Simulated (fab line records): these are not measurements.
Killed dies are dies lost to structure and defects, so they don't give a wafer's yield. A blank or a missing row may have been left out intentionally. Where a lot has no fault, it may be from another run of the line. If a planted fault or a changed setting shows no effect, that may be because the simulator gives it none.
Commonality check across tools | flow sky130 | 13 lots and 39 wafers in the sample

## THE REASON FOR OPENING IT
On 1 of the 13 lots, a flag is raised at SKY_SD_P_CD_MEAS_07 on the reading cd nm. No-fault wafers: 379.2 nm, standard deviation 3.
Rule: a lot is flagged when every wafer of it that has a number lies more than 4 standard deviations from that mean, or none has a number. The other lots count as sound.

lot  | measured     | on        | cd nm (nm), wafer by wafer | flag
L493 | day 25 16:33 | cd sem-02 | 381.2 382.2 380.7          |
L495 | day 26 07:24 | cd sem-01 | 380.2 378.5 380.3          |
L496 | day 26 16:56 | cd sem-02 | 403.2 403.0 401.0          | FLAGGED
L506 | day 31 03:52 | cd sem-02 | 380.5 379.8 379.8          |
L505 | day 31 04:11 | cd sem-02 | 380.8 382.2 378.6          |
L507 | day 31 06:48 | cd sem-02 | 379.9 380.2 377.8          |
L509 | day 31 19:50 | cd sem-01 | 381.5 381.7 382.1          |
L510 | day 31 22:14 | cd sem-02 | 378.8 379.0 379.0          |
L511 | day 32 06:41 | cd sem-01 | 378.7 379.2 379.1          |
L512 | day 32 08:15 | cd sem-01 | 377.2 375.1 376.4          |
L513 | day 32 11:40 | cd sem-01 | 374.5 375.9 373.6          |
L514 | day 32 22:27 | cd sem-02 | 377.4 377.7 377.0          |
L515 | day 33 05:32 | cd sem-01 | 376.7 373.8 373.8          |
The mean of the flagged lots' numbers is 402.4 nm, +23.2 nm from the usual (+8 standard deviations).

## WHICH TOOL RAN EACH LOT
Before the reading, the record contains 2 process steps out of a 708-step route. Each cell gives the tool, then ch followed by the chambers the sampled wafers passed through, then the start.
lot  | flag    | SKY_POLY_CUT_ETCH_11               | SKY_SD_P_EXPOSE_04
L493 |         | rie diel-04 ch 0,3, day 24 10:40   | iline stepper-01 ch 0, day 25 01:52
L495 |         | rie diel-03 ch 0,2, day 25 03:02   | iline stepper-01 ch 0, day 25 17:35
L496 | FLAGGED | rie diel-04 ch 2,3, day 25 11:13   | iline stepper-02 ch 0, day 26 02:52
L506 |         | rie diel-04 ch 1,2, day 30 00:04   | iline stepper-02 ch 0, day 30 13:49
L505 |         | rie diel-02 ch 1,2,3, day 30 00:05 | iline stepper-02 ch 0, day 30 14:10
L507 |         | rie diel-04 ch 0,2, day 30 03:16   | iline stepper-01 ch 0, day 30 17:25
L509 |         | rie diel-04 ch 0,1,2, day 30 16:07 | iline stepper-01 ch 0, day 31 06:16
L510 |         | rie diel-04 ch 0,2, day 30 18:20   | iline stepper-01 ch 0, day 31 08:20
L511 |         | rie diel-03 ch 0,1,3, day 31 02:56 | iline stepper-02 ch 0, day 31 17:02
L512 |         | rie diel-03 ch 0,1, day 31 05:08   | iline stepper-01 ch 0, day 31 19:04
L513 |         | rie diel-02 ch 0,3, day 31 08:14   | iline stepper-02 ch 0, day 31 22:20
L514 |         | rie diel-02 ch 1,2, day 31 19:07   | iline stepper-02 ch 0, day 32 08:47
L515 |         | rie diel-03 ch 0,1,3, day 32 02:17 | iline stepper-01 ch 0, day 32 16:04
What the steps here do:
- SKY_POLY_CUT_ETCH_11: etches Si3N4 in CF4/CH2F2/Ar, stops on poly-Si, time 42.5 s, target depth 60 nm.
- SKY_SD_P_EXPOSE_04: exposes mask PSDM, target cd 380 nm.
- SKY_SD_P_CD_MEAS_07: target cd 380 nm.

## FLAGGED AGAINST TOTAL, ONE TOOL AT A TIME (gauges that did the reading follow at the end)
step                 | tool             | lots run | flagged | share of the flagged lots | sound lots run after its first flagged lot
SKY_POLY_CUT_ETCH_11 | rie diel-02      | 3        | 0       | none                      | -
SKY_POLY_CUT_ETCH_11 | rie diel-03      | 4        | 0       | none                      | -
SKY_POLY_CUT_ETCH_11 | rie diel-04      | 6        | 1       | all                       | 4 (L506,L507,L509,L510)
SKY_SD_P_EXPOSE_04   | iline stepper-01 | 7        | 0       | none                      | -
SKY_SD_P_EXPOSE_04   | iline stepper-02 | 6        | 1       | all                       | 5 (L506,L505,L511,L513,L514)
SKY_SD_P_CD_MEAS_07  | cd sem-01        | 6        | 0       | none                      | -
SKY_SD_P_CD_MEAS_07  | cd sem-02        | 7        | 1       | all                       | 5 (L506,L505,L507,L510,L514)

## WHAT THE TABLE ALLOWS
Rows of the table that ran every flagged lot, 3 in all: rie diel-04 at SKY_POLY_CUT_ETCH_11, iline stepper-02 at SKY_SD_P_EXPOSE_04, cd sem-02 at SKY_SD_P_CD_MEAS_07.
- rie diel-04 at SKY_POLY_CUT_ETCH_11 ran 6 lots, 1 of them flagged. Sound lots ran on it after the first flagged one (L506, L507, L509, L510), which a lasting fault on the whole tool wouldn't allow.
- iline stepper-02 at SKY_SD_P_EXPOSE_04 ran 6 lots, 1 of them flagged. Sound lots ran on it after the first flagged one (L506, L505, L511, L513, L514), which a lasting fault on the whole tool wouldn't allow.
- cd sem-02 at SKY_SD_P_CD_MEAS_07 ran 7 lots, 1 of them flagged. Sound lots ran on it after the first flagged one (L506, L505, L507, L510, L514), which a lasting fault on the whole tool wouldn't allow.
Every row of the table either missed a flagged lot or ran a sound lot after the first.

## WHAT HAD BEEN PUT IN BY THE SIMULATOR
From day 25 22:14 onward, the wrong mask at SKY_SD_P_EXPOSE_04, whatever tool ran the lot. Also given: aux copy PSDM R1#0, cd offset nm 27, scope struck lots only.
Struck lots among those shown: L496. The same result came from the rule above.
